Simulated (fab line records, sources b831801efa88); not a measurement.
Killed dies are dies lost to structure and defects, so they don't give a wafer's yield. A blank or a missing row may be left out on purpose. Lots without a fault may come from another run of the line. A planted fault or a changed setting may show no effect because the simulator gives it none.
Which tool did it? | flow sky130 | 12 lots, 36 wafers sampled, at 5 steps of a route of 708

WHAT THE GAUGES READ, wafer by wafer
SKY_POLY_GATE_OVL_MEAS_14. Usual: POLY_GATE_OVL 4 nm, standard deviation 4.7.
lot  | measured     | on         | POLY_GATE_OVL (nm) | flag
L936 | day 16 08:31 | overlay-01 | 3 4 10             |
L940 | day 18 18:37 | overlay-02 | 4 9 7              |
L941 | day 18 18:58 | overlay-02 | 9 13 9             |
L942 | day 18 23:40 | overlay-01 | 4 9 2              |
L948 | day 21 02:32 | overlay-01 | 5 2 14             |
L949 | day 21 08:08 | overlay-01 | 8 2 0              |
L950 | day 21 21:22 | overlay-02 | 5 10 5             |
L952 | day 22 12:47 | overlay-01 | 10 12 11           |
L953 | day 22 17:14 | overlay-02 | 5 0 3              |
L954 | day 23 17:28 | overlay-02 | 5 9 5              |
L958 | day 24 18:40 | overlay-02 | 4 15 3             |
L957 | day 24 18:43 | overlay-01 | 7 1 4              |

SKY_LDD_N_OVL_MEAS_07. Usual: LDD_N_OVL 1.9 nm, standard deviation 1.3.
lot  | measured     | on         | LDD_N_OVL (nm) | flag
L936 | day 17 15:47 | overlay-01 | 0.4 2.0 0.2    |
L940 | day 20 03:04 | overlay-01 | -0.3 1.1 0.9   |
L941 | day 20 04:20 | overlay-01 | 3.9 2.5 3.7    |
L942 | day 20 09:44 | overlay-02 | 1.0 2.0 1.9    |
L948 | day 22 10:52 | overlay-02 | 0.1 0.3 1.6    |
L949 | day 22 16:07 | overlay-01 | 3.7 3.7 4.1    |
L950 | day 23 04:43 | overlay-01 | 2.5 2.6 2.9    |
L952 | day 23 20:55 | overlay-02 | 2.5 3.7 3.1    |
L953 | day 24 00:07 | overlay-01 | 2.7 3.5 2.1    |
L954 | day 25 02:31 | overlay-01 | 3.3 1.4 2.9    |
L958 | day 26 01:55 | overlay-02 | 1.7 1.5 3.7    |
L957 | day 26 01:45 | overlay-01 | 2.5 2.8 3.1    |

SKY_LDD_P_TW_MEAS_11. Usual: LDD_P_TW 639, standard deviation 6.4.
lot  | measured     | on            | LDD_P_TW    | flag
L936 | day 18 23:59 | film_metro-02 | 632 634 635 |
L940 | day 21 12:10 | film_metro-03 | 606 607 601 | OFF
L941 | day 21 12:46 | film_metro-03 | 637 636 641 |
L942 | day 21 18:26 | film_metro-03 | 603 603 606 | OFF
L948 | day 23 18:27 | film_metro-03 | 638 639 637 |
L949 | day 23 23:02 | film_metro-03 | 634 635 637 |
L950 | day 24 12:11 | film_metro-03 | 636 635 639 |
L952 | day 25 04:29 | film_metro-03 | 638 640 638 |
L953 | day 25 07:28 | film_metro-03 | 636 638 635 |
L954 | day 26 09:05 | film_metro-02 | 630 631 632 |
L958 | day 27 08:16 | film_metro-01 | 648 648 649 |
L957 | day 27 07:50 | film_metro-02 | 635 633 634 |

WHICH TOOL RAN EACH LOT (tool, then ch and the chambers of the sampled wafers, then the start)
lot  | SKY_POLY_GATE_STRIP_18               | SKY_LDD_P_IMPLANT_09
L936 | plasma_asher-01 ch 0,1, day 16 08:47 | implanter-04 ch 0, day 18 23:45
L940 | plasma_asher-03 ch 0,1, day 18 18:53 | implanter-02 ch 0, day 21 11:55
L941 | plasma_asher-01 ch 0,1, day 18 19:14 | implanter-04 ch 0, day 21 12:31
L942 | plasma_asher-01 ch 0,1, day 18 23:56 | implanter-02 ch 0, day 21 18:11
L948 | plasma_asher-03 ch 0,1, day 21 02:49 | implanter-04 ch 0, day 23 18:12
L949 | plasma_asher-01 ch 0,1, day 21 08:25 | implanter-01 ch 0, day 23 22:47
L950 | plasma_asher-03 ch 0, day 21 21:38   | implanter-01 ch 0, day 24 11:56
L952 | plasma_asher-01 ch 0,1, day 22 13:04 | implanter-01 ch 0, day 25 04:14
L953 | plasma_asher-01 ch 0,1, day 22 17:31 | implanter-01 ch 0, day 25 07:15
L954 | plasma_asher-01 ch 0,1, day 23 17:44 | implanter-01 ch 0, day 26 08:50
L958 | plasma_asher-01 ch 0,1, day 24 18:56 | implanter-02 ch 0, day 27 08:01
L957 | plasma_asher-03 ch 0,1, day 24 18:59 | implanter-01 ch 0, day 27 07:36
- SKY_POLY_GATE_STRIP_18: strips in O2/N2.
- SKY_LDD_P_IMPLANT_09

WHAT THE TOOLS THEMSELVES READ (means of the sampled wafers that have a number; where no wafer has one, the mark that the record gives instead)
SKY_POLY_GATE_STRIP_18. Usual: drypump_motor_current_A 5.6 A, standard deviation 0.46; oes_product_au 0.361 a.u., standard deviation 0.0049; strip_time_to_endpoint_s 3.18 s, standard deviation 0.037.
lot  | tool            | drypump_motor_current_A (A) | oes_product_au (a.u.) | strip_time_to_endpoint_s (s) | flag
L936 | plasma_asher-01 | 5.5                         | 0.363                 | 3.21                         |
L940 | plasma_asher-03 | 5.4                         | 0.363                 | 3.18                         |
L941 | plasma_asher-01 | 5.2                         | 0.357                 | 3.15                         |
L942 | plasma_asher-01 | 5.2                         | 0.360                 | 3.16                         |
L948 | plasma_asher-03 | 5.4                         | 0.365                 | 3.17                         |
L949 | plasma_asher-01 | 5.2                         | 0.367                 | 3.20                         |
L950 | plasma_asher-03 | 5.4                         | 0.355                 | 3.14                         |
L952 | plasma_asher-01 | 5.2                         | 0.360                 | 3.14                         |
L953 | plasma_asher-01 | 5.4                         | 0.362                 | 3.14                         |
L954 | plasma_asher-01 | 5.4                         | 0.360                 | 3.19                         |
L958 | plasma_asher-01 | 5.2                         | 0.361                 | 3.20                         |
L957 | plasma_asher-03 | 5.4                         | 0.365                 | 3.20                         |

SKY_LDD_P_IMPLANT_09. Usual: beam_energy_keV 25.002, standard deviation 0.0079; faraday_current_uA 56.4, standard deviation 1.1.
lot  | tool         | beam_energy_keV | faraday_current_uA | flag
L936 | implanter-04 | 24.993          | 56.7               |
L940 | implanter-02 | 20.518          | 56.8               | OFF
L941 | implanter-04 | 25.008          | 56.8               |
L942 | implanter-02 | 20.520          | 55.9               | OFF
L948 | implanter-04 | 25.001          | 57.7               |
L949 | implanter-01 | 25.005          | 54.7               |
L950 | implanter-01 | 25.006          | 57.4               |
L952 | implanter-01 | 25.005          | 56.1               |
L953 | implanter-01 | 25.009          | 56.0               |
L954 | implanter-01 | 25.008          | 56.4               |
L958 | implanter-02 | 24.997          | 57.9               |
L957 | implanter-01 | 25.014          | 56.7               |

THE ANSWER, worked out from the rows above alone
Rule: a lot is off if the mean of its wafers that have a number lies more than 3 standard deviations from the usual mean. A lot without any number at a reading at which 4 lots or more have one is off too. The other lots that the step has rows for count as sound. The gauges are gone through in route order, then the tools' own readings, and for those a lot's mean is taken as printed above. The first step at which some lot is off is used, and at that step the reading that is off furthest; a lot without a number counts as furthest.
Off: L940, L942, at SKY_LDD_P_TW_MEAS_11 (LDD_P_TW).
A tool fits if, at a process step before that reading, it ran every lot that is off, and no sound lot after the first of them. The gauges at SKY_LDD_P_TW_MEAS_11 aren't tried: what is off there is off at SKY_LDD_P_IMPLANT_09 too, on other tools, and a gauge's error can't cause that. None of those tried fits.

WHAT THE SIMULATOR HAD PUT IN
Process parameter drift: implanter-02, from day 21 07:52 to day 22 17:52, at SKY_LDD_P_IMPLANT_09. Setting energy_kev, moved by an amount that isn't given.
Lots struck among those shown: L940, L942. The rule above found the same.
